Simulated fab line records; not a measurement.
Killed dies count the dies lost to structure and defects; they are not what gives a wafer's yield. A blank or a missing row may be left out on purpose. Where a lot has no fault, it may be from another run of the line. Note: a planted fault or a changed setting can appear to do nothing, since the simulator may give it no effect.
2 desks looking at one fault	flow gf180mcu	each desk has only its own numbers; what lay behind them comes last

== METROLOGY DESK ==
What the gauges read, lot by lot, whatever tool the lot ran on: means of the sampled wafers that have a number. Marked OUT: a lot whose mean sits more than 4 standard deviations from the usual mean, which makes it out of limits; the brackets give that distance.
Columns: A = cdNm at GF_STI_CD_MEAS_12, usual 220.2 nm; B = STI_OXIDATION_02_THK at GF_STI_THK_MEAS_30, usual 10.11 nm; C = NWELL_TW at GF_NWELL_TW_MEAS_11, usual 1572; D = NWELL_RS at GF_VT_IMPLANT_RS_MEAS_47, usual 487.7 ohm/sq
lot	first seen here	A	B	C	D
L827	day 2 01:55	221.1	9.75	1567	489.1
L830	day 2 16:23	220.2	10.08	1538	490.9
L832	day 3 04:26	219.0	10.22	1600	486.9
L833	day 3 08:08	218.3	10.09	1572	489.9
L838	day 4 10:43	220.6	10.34	1667 (+5.6) OUT	441.1 (-31) OUT
L839	day 4 15:30	218.0	9.99	1642 (+4.1) OUT	441.7 (-31) OUT
L840	day 4 20:13	221.0	10.05	1562	487.3
L842	day 5 06:50	220.4	10.17	1575	486.7
L843	day 5 12:20	219.8	9.87	1575	487.0
L846	day 6 03:05	221.2	10.05	1566	486.8
L847	day 6 08:41	220.1	10.02	1583	486.4
L849	day 6 18:34	221.2	9.94	1570	486.8
This desk finds L838, L839 out of limits, with the earliest case on L838 at day 5 20:52 (NWELL_TW at GF_NWELL_TW_MEAS_11). Within limits: L827, L830, L832, L833, L840, L842, L843, L846, L847, L849.

== AT THE TOOL OWNER'S DESK: implanter-04 ==
The tool's own readings at GF_NWELL_IMPLANT_08: means of the sampled wafers that have a number, for each lot that ran on this tool. Marked OUT: a lot whose mean sits more than 4 standard deviations from the usual mean, which makes it out of limits; the brackets give that distance.
Columns: A = beamOnS at GF_NWELL_IMPLANT_08, usual 10.00 s; B = doseIonsCm2 at GF_NWELL_IMPLANT_08, usual 1.5e+13; C = faradayCurrentUA at GF_NWELL_IMPLANT_08, usual 84.6
lot	first seen here	A	B	C
L830	day 3 22:28	9.91	1.5e+13	85.5
L833	day 4 17:08	9.89	1.5e+13	85.4
L838	day 5 20:28	9.93	1.8e+13 (+99 or more) OUT	102.6 (+10) OUT
L839	day 6 01:05	10.09	1.8e+13 (+99 or more) OUT	101.1 (+9.2) OUT
This desk finds L838, L839 out of limits, L838 being first, at day 5 20:28 (doseIonsCm2 at GF_NWELL_IMPLANT_08). Within limits: L830, L833.

== BROUGHT TOGETHER ==
The tool owner's desk had the chance to raise an alarm at day 5 20:28 on L838, L839.
At day 5 20:52 the metrology desk could have sounded an alarm, on L838, L839.
The lots listed all ran GF_NWELL_IMPLANT_08 on implanter-04.

== WHAT THE SIMULATOR PUT IN ==
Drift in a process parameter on implanter-04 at GF_NWELL_IMPLANT_08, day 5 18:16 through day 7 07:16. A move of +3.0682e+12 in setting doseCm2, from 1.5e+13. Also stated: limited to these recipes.
Shown lots that were struck: L838, L839.
Delay (hours) between the fault's onset and each desk's first out-of-limits reading: 2 at the tool owner's desk, 3 at the metrology desk.
